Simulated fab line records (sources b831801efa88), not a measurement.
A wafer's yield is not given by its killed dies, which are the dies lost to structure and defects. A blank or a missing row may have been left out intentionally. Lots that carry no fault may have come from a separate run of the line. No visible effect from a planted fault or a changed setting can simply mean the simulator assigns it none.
Which of the tools did it? + flow gf180mcu + 72 wafers from 24 lots sampled at 6 of the route's 602 steps

WHAT THE GAUGES READ, wafer by wafer
GF_CONTACT_THK_MEAS_01.
| lot  | measured     | on            | CONTACT_CVD_00_THK (nm) |
|------|--------------|---------------|-------------------------|
| L074 | day 15 05:38 | film-metro-04 | 297 295 296             |
| L075 | day 16 02:22 | film-metro-04 | 297 300 302             |
| L076 | day 16 03:31 | film-metro-01 | 304 303 304             |
| L077 | day 16 07:46 | film-metro-04 | 294 299 294             |
| L078 | day 16 22:32 | film-metro-01 | 303 297 299             |
| L079 | day 17 10:33 | film-metro-02 | 305 304 305             |
| L081 | day 17 21:32 | film-metro-01 | 295 298 293             |
| L080 | day 17 21:41 | film-metro-02 | 301 303 299             |
| L082 | day 18 06:01 | film-metro-01 | 299 296 304             |
| L083 | day 18 15:09 | film-metro-04 | 303 299 300             |
| L084 | day 18 21:23 | film-metro-04 | 300 303 303             |
| L085 | day 19 04:06 | film-metro-01 | 305 304 305             |
| L086 | day 19 11:17 | film-metro-01 | 299 297 303             |
| L087 | day 19 20:16 | film-metro-04 | 306 300 297             |
| L088 | day 20 08:45 | film-metro-01 | 305 302 301             |
| L089 | day 20 12:35 | film-metro-04 | 305 304 303             |
| L090 | day 20 22:52 | film-metro-01 | 302 301 296             |
| L091 | day 21 09:02 | film-metro-02 | 296 295 299             |
| L092 | day 21 12:16 | film-metro-01 | 303 301 300             |
| L093 | day 21 18:14 | film-metro-02 | 296 296 302             |
| L094 | day 22 05:15 | film-metro-02 | 297 303 299             |
| L095 | day 22 16:05 | film-metro-01 | 303 299 300             |
| L096 | day 22 19:45 | film-metro-02 | 300 302 296             |
| L097 | day 23 00:41 | film-metro-04 | 299 299 296             |

GF_CONTACT_RS_MEAS_25: measurement is done with a four-point probe.
| lot  | measured     | on            | CONTACT_W_RS (ohm/sq) |
|------|--------------|---------------|-----------------------|
| L074 | day 16 05:08 | film-metro-01 | 0.381 0.379 0.386     |
| L075 | day 17 01:55 | film-metro-02 | 0.380 0.378 0.380     |
| L076 | day 17 03:44 | film-metro-04 | 0.382 0.383 0.379     |
| L077 | day 17 07:35 | film-metro-02 | 0.380 0.375 0.385     |
| L078 | day 17 23:01 | film-metro-01 | 0.390 0.389 0.385     |
| L079 | day 18 10:48 | film-metro-02 | 0.386 0.378 0.388     |
| L081 | day 18 22:28 | film-metro-04 | 0.379 0.383 0.385     |
| L080 | day 18 22:49 | film-metro-01 | 0.373 0.380 0.378     |
| L082 | day 19 06:40 | film-metro-02 | 0.384 0.376 0.381     |
| L083 | day 19 16:47 | film-metro-01 | 0.378 0.385 0.387     |
| L084 | day 19 22:59 | film-metro-01 | 0.381 0.383 0.376     |
| L085 | day 20 05:55 | film-metro-02 | 0.385 0.380 0.381     |
| L086 | day 20 12:37 | film-metro-01 | 0.371 0.379 0.379     |
| L087 | day 20 22:11 | film-metro-01 | 0.375 0.379 0.382     |
| L088 | day 21 10:58 | film-metro-01 | 0.384 0.383 0.374     |
| L089 | day 21 14:39 | film-metro-04 | 0.385 0.374 0.372     |
| L090 | day 22 00:20 | film-metro-02 | 0.372 0.381 0.375     |
| L091 | day 22 10:21 | film-metro-04 | 0.383 0.384 0.390     |
| L092 | day 22 13:19 | film-metro-02 | 0.380 0.384 0.374     |
| L093 | day 22 19:34 | film-metro-02 | 0.380 0.385 0.381     |
| L094 | day 23 05:45 | film-metro-04 | 0.388 0.374 0.386     |
| L095 | day 23 16:17 | film-metro-04 | 0.386 0.377 0.378     |
| L096 | day 23 19:41 | film-metro-04 | 0.387 0.387 0.385     |
| L097 | day 23 23:28 | film-metro-04 | 0.385 0.394 0.385     |

GF_M2_THK_MEAS_06: measures by xrf.
| lot  | measured     | on            | M2_ALCU_THK (nm) |
|------|--------------|---------------|------------------|
| L074 | day 18 07:13 | film-metro-04 | 447 444 446      |
| L075 | day 19 04:35 | film-metro-03 | 444 446 446      |
| L076 | day 19 06:04 | film-metro-03 | 449 449 450      |
| L077 | day 19 10:40 | film-metro-04 | 447 443 442      |
| L078 | day 20 03:25 | film-metro-04 | 443 440 440      |
| L079 | day 20 15:25 | film-metro-04 | 450 450 450      |
| L081 | day 21 02:32 | film-metro-03 | 443 446 450      |
| L080 | day 21 03:11 | film-metro-03 | 450 437 441      |
| L082 | day 21 11:02 | film-metro-03 | 442 445 441      |
| L083 | day 21 19:59 | film-metro-03 | 456 451 456      |
| L084 | day 22 03:05 | film-metro-03 | 448 447 457      |
| L085 | day 22 09:23 | film-metro-03 | 446 440 439      |
| L086 | day 22 16:16 | film-metro-04 | 439 441 446      |
| L087 | day 23 00:44 | film-metro-02 | 448 447 447      |
| L088 | day 23 12:50 | film-metro-02 | 441 444 442      |
| L089 | day 23 16:01 | film-metro-03 | 450 438 444      |
| L090 | day 24 01:22 | film-metro-04 | 464 453 453      |
| L091 | day 24 11:16 | film-metro-04 | 453 443 446      |
| L092 | day 24 14:35 | film-metro-03 | 455 450 444      |
| L093 | day 24 20:05 | film-metro-02 | 436 449 439      |
| L094 | day 25 05:50 | film-metro-03 | 440 442 447      |
| L095 | day 25 15:30 | film-metro-03 | 430 434 436      |
| L096 | day 25 18:37 | film-metro-03 | 435 443 440      |
| L097 | day 25 22:29 | film-metro-02 | 441 448 449      |

GF_V2_BOW_MEAS_05.
| lot  | measured     | on            | V2_BOW (um) |
|------|--------------|---------------|-------------|
| L074 | day 19 08:48 | film-metro-02 | 112 110 108 |
| L075 | day 20 06:37 | film-metro-02 | 98 120 105  |
| L076 | day 20 07:29 | film-metro-02 | 117 111 110 |
| L077 | day 20 11:46 | film-metro-04 | 93 91 99    |
| L078 | day 21 05:01 | film-metro-04 | 91 103 102  |
| L079 | day 21 16:18 | film-metro-02 | 115 95 113  |
| L081 | day 22 03:44 | film-metro-01 | 89 95 93    |
| L080 | day 22 04:04 | film-metro-02 | 105 105 97  |
| L082 | day 22 11:58 | film-metro-01 | 100 95 114  |
| L083 | day 22 20:31 | film-metro-04 | 90 106 98   |
| L084 | day 23 03:23 | film-metro-02 | 95 106 88   |
| L085 | day 23 08:37 | film-metro-04 | 102 105 118 |
| L086 | day 23 16:41 | film-metro-04 | 96 89 101   |
| L087 | day 23 23:07 | film-metro-01 | 102 120 103 |
| L088 | day 24 11:23 | film-metro-02 | 92 108 103  |
| L089 | day 24 15:13 | film-metro-02 | 109 102 106 |
| L090 | day 25 00:22 | film-metro-04 | 108 109 93  |
| L091 | day 25 09:52 | film-metro-04 | 90 91 84    |
| L092 | day 25 13:29 | film-metro-04 | 102 91 90   |
| L093 | day 25 18:04 | film-metro-04 | 104 84 96   |
| L094 | day 26 03:50 | film-metro-01 | 97 107 96   |
| L095 | day 26 14:01 | film-metro-02 | 106 108 101 |
| L096 | day 26 15:55 | film-metro-04 | 98 98 94    |
| L097 | day 26 20:25 | film-metro-04 | 118 118 108 |

WHAT TOOL EACH LOT RAN ON (gives the tool, then ch and the chambers of the sampled wafers, and finally the start)
| lot  | GF_SALICIDE_RTA_06               | GF_V1_CMP_26                  |
|------|----------------------------------|-------------------------------|
| L074 | rtp-anneal-02 ch 0, day 15 05:15 | cmp-01 ch 1,2, day 18 06:37   |
| L075 | rtp-anneal-01 ch 0, day 16 02:02 | cmp-02 ch 0,1, day 19 03:56   |
| L076 | rtp-anneal-02 ch 0, day 16 03:11 | cmp-02 ch 0,1,2, day 19 05:32 |
| L077 | rtp-anneal-02 ch 0, day 16 07:26 | cmp-01 ch 0,1,2, day 19 10:02 |
| L078 | rtp-anneal-01 ch 0, day 16 22:12 | cmp-01 ch 0,1,3, day 20 02:47 |
| L079 | rtp-anneal-01 ch 0, day 17 10:12 | cmp-01 ch 0,2,3, day 20 14:47 |
| L081 | rtp-anneal-02 ch 0, day 17 21:13 | cmp-02 ch 1,2,3, day 21 01:53 |
| L080 | rtp-anneal-01 ch 0, day 17 21:22 | cmp-01 ch 1,2, day 21 02:35   |
| L082 | rtp-anneal-01 ch 0, day 18 05:40 | cmp-01 ch 1,2,3, day 21 10:22 |
| L083 | rtp-anneal-02 ch 0, day 18 14:49 | cmp-02 ch 0,1,2, day 21 19:23 |
| L084 | rtp-anneal-02 ch 0, day 18 21:02 | cmp-01 ch 0,1,3, day 22 02:30 |
| L085 | rtp-anneal-01 ch 0, day 19 03:47 | cmp-02 ch 0,2,3, day 22 08:46 |
| L086 | rtp-anneal-01 ch 0, day 19 10:57 | cmp-01 ch 0,1,2, day 22 15:44 |
| L087 | rtp-anneal-01 ch 0, day 19 19:56 | cmp-01 ch 1,2, day 23 00:05   |
| L088 | rtp-anneal-02 ch 0, day 20 08:25 | cmp-01 ch 0,3, day 23 12:10   |
| L089 | rtp-anneal-01 ch 0, day 20 12:15 | cmp-02 ch 0,2,3, day 23 15:25 |
| L090 | rtp-anneal-02 ch 0, day 20 22:31 | cmp-01 ch 0,2,3, day 24 00:44 |
| L091 | rtp-anneal-01 ch 0, day 21 08:41 | cmp-01 ch 0,1, day 24 10:38   |
| L092 | rtp-anneal-02 ch 0, day 21 11:56 | cmp-02 ch 0,2,3, day 24 14:01 |
| L093 | rtp-anneal-02 ch 0, day 21 17:54 | cmp-01 ch 0,3, day 24 19:29   |
| L094 | rtp-anneal-02 ch 0, day 22 04:55 | cmp-02 ch 0,2,3, day 25 05:14 |
| L095 | rtp-anneal-02 ch 0, day 22 15:44 | cmp-01 ch 0,1,3, day 25 14:55 |
| L096 | rtp-anneal-01 ch 0, day 22 19:24 | cmp-02 ch 0,1,3, day 25 17:59 |
| L097 | rtp-anneal-02 ch 0, day 23 00:22 | cmp-02 ch 0,1, day 25 21:50   |
- GF_SALICIDE_RTA_06: time 30 s.
- GF_V1_CMP_26: polishes, stops on SiO2, t overpolish 15 s, target thk 0 nm.

AS READ BY THE TOOLS THEMSELVES (means over the sampled wafers that have a number; for cases with no such wafer, the mark the record gives instead)
GF_SALICIDE_RTA_06.
| lot  | tool          | anneal-temp-c-max | chamber-o2-ppm | lamp-power-pct (%) | wafer_temp_C_max |
|------|---------------|-------------------|----------------|--------------------|------------------|
| L074 | rtp-anneal-02 | 532.0             | 2.004          | 6.29               | 532.0            |
| L075 | rtp-anneal-01 | 532.3             | 2.004          | 5.75               | 534.0            |
| L076 | rtp-anneal-02 | 531.5             | 1.968          | 6.29               | 531.6            |
| L077 | rtp-anneal-02 | 531.9             | 2.014          | 6.29               | 532.3            |
| L078 | rtp-anneal-01 | 531.8             | 2.001          | 5.75               | 533.5            |
| L079 | rtp-anneal-01 | 531.6             | 2.019          | 5.76               | 533.1            |
| L081 | rtp-anneal-02 | 532.5             | 2.017          | 6.28               | 531.8            |
| L080 | rtp-anneal-01 | 531.9             | 1.999          | 5.75               | 533.3            |
| L082 | rtp-anneal-01 | 531.8             | 1.987          | 5.75               | 533.7            |
| L083 | rtp-anneal-02 | 531.9             | 2.018          | 6.28               | 531.9            |
| L084 | rtp-anneal-02 | 532.0             | 2.025          | 6.28               | 531.8            |
| L085 | rtp-anneal-01 | 531.8             | 1.996          | 5.75               | 533.1            |
| L086 | rtp-anneal-01 | 532.4             | 1.994          | 5.75               | 534.0            |
| L087 | rtp-anneal-01 | 531.7             | 1.986          | 5.75               | 533.0            |
| L088 | rtp-anneal-02 | 532.4             | 2.010          | 6.28               | 531.3            |
| L089 | rtp-anneal-01 | 531.6             | 1.983          | 5.75               | 533.1            |
| L090 | rtp-anneal-02 | 532.1             | 1.999          | 6.28               | 532.3            |
| L091 | rtp-anneal-01 | 532.0             | 2.029          | 5.75               | 532.8            |
| L092 | rtp-anneal-02 | 532.1             | 2.001          | 6.28               | 531.7            |
| L093 | rtp-anneal-02 | 531.9             | 1.998          | 6.28               | 531.6            |
| L094 | rtp-anneal-02 | 532.3             | 2.012          | 6.28               | 531.2            |
| L095 | rtp-anneal-02 | 532.1             | 1.985          | 6.29               | 532.3            |
| L096 | rtp-anneal-01 | 531.9             | 1.985          | 5.75               | 533.7            |
| L097 | rtp-anneal-02 | 532.3             | 1.976          | 6.28               | 531.9            |

GF_V1_CMP_26.
| lot  | tool   | edge-zone-pressure-frac | motor-current-A (A) | overpolish-run-s (s) | retaining-ring-pressure-frac | slurry-filter-dp-kPa (kPa) | time-to-endpoint-s (s) |
|------|--------|-------------------------|---------------------|----------------------|------------------------------|----------------------------|------------------------|
| L074 | cmp-01 | 0.995                   | 11.1                | 15.008               | 0.998                        | 13.50                      | 79                     |
| L075 | cmp-02 | 1.004                   | 11.0                | 15.004               | 0.999                        | 13.57                      | 84                     |
| L076 | cmp-02 | 1.003                   | 10.8                | 15.005               | 1.002                        | 13.27                      | 83                     |
| L077 | cmp-01 | 1.001                   | 10.7                | 15.005               | 0.998                        | 13.49                      | 82                     |
| L078 | cmp-01 | 1.001                   | 9.7                 | 14.997               | 0.995                        | 13.57                      | 78                     |
| L079 | cmp-01 | 1.004                   | 10.5                | 14.986               | 1.002                        | 13.64                      | 87                     |
| L081 | cmp-02 | 0.998                   | 11.6                | 14.998               | 0.999                        | 13.42                      | 84                     |
| L080 | cmp-01 | 0.994                   | 10.2                | 15.004               | 1.000                        | 13.41                      | 85                     |
| L082 | cmp-01 | 0.999                   | 10.4                | 15.000               | 0.999                        | 13.53                      | 83                     |
| L083 | cmp-02 | 1.003                   | 10.9                | 15.006               | 1.000                        | 13.44                      | 81                     |
| L084 | cmp-01 | 1.005                   | 9.8                 | 15.007               | 0.996                        | 13.51                      | 86                     |
| L085 | cmp-02 | 0.998                   | 11.9                | 15.001               | 0.999                        | 13.52                      | 83                     |
| L086 | cmp-01 | 1.000                   | 10.4                | 15.001               | 1.004                        | 13.53                      | 84                     |
| L087 | cmp-01 | 0.998                   | 10.2                | 14.994               | 1.004                        | 13.48                      | 84                     |
| L088 | cmp-01 | 0.995                   | 9.7                 | 15.005               | 0.999                        | 13.52                      | 85                     |
| L089 | cmp-02 | 1.001                   | 12.4                | 15.009               | 1.006                        | 13.42                      | 85                     |
| L090 | cmp-01 | 1.001                   | 10.3                | 14.997               | 1.000                        | 13.39                      | 82                     |
| L091 | cmp-01 | 0.992                   | 9.9                 | 14.999               | 0.998                        | 13.45                      | 81                     |
| L092 | cmp-02 | 0.996                   | 12.0                | 15.004               | 1.007                        | 13.51                      | 86                     |
| L093 | cmp-01 | 1.001                   | 9.7                 | 14.996               | 0.999                        | 13.51                      | 82                     |
| L094 | cmp-02 | 1.002                   | 12.2                | 15.002               | 0.999                        | 13.40                      | 84                     |
| L095 | cmp-01 | 0.999                   | 9.9                 | 14.996               | 0.999                        | 13.43                      | 82                     |
| L096 | cmp-02 | 0.998                   | 11.4                | 14.998               | 1.000                        | 13.49                      | 82                     |
| L097 | cmp-02 | 1.004                   | 10.9                | 14.991               | 1.004                        | 13.49                      | 83                     |

THE ANSWER, worked out from the rows above alone
Rule: the lots themselves supply what counts as usual. Put in order of their means at a reading, lots are off if they are a third of the lots or fewer, leave a main group of 4 or more, and stand apart from it by a gap of 3 or more times the standard deviation of the main group's means; of several such gaps the widest counts. If all means in a main group match to the digits the tables above print for the reading, that group is not used. Also off: a lot with no number at a reading for which 4 or more lots have one. All remaining lots with rows at the step are treated as sound. Order of review: gauges by route order, followed by the tools' own readings, for which a lot's mean as printed above is used. The first step at which some lot is off is used, and at that step the reading that is off furthest; a lot without a number counts as furthest.
No lot is off on any of the readings shown, so nothing can be concluded from this.

WHAT THE SIMULATOR HAD INSERTED
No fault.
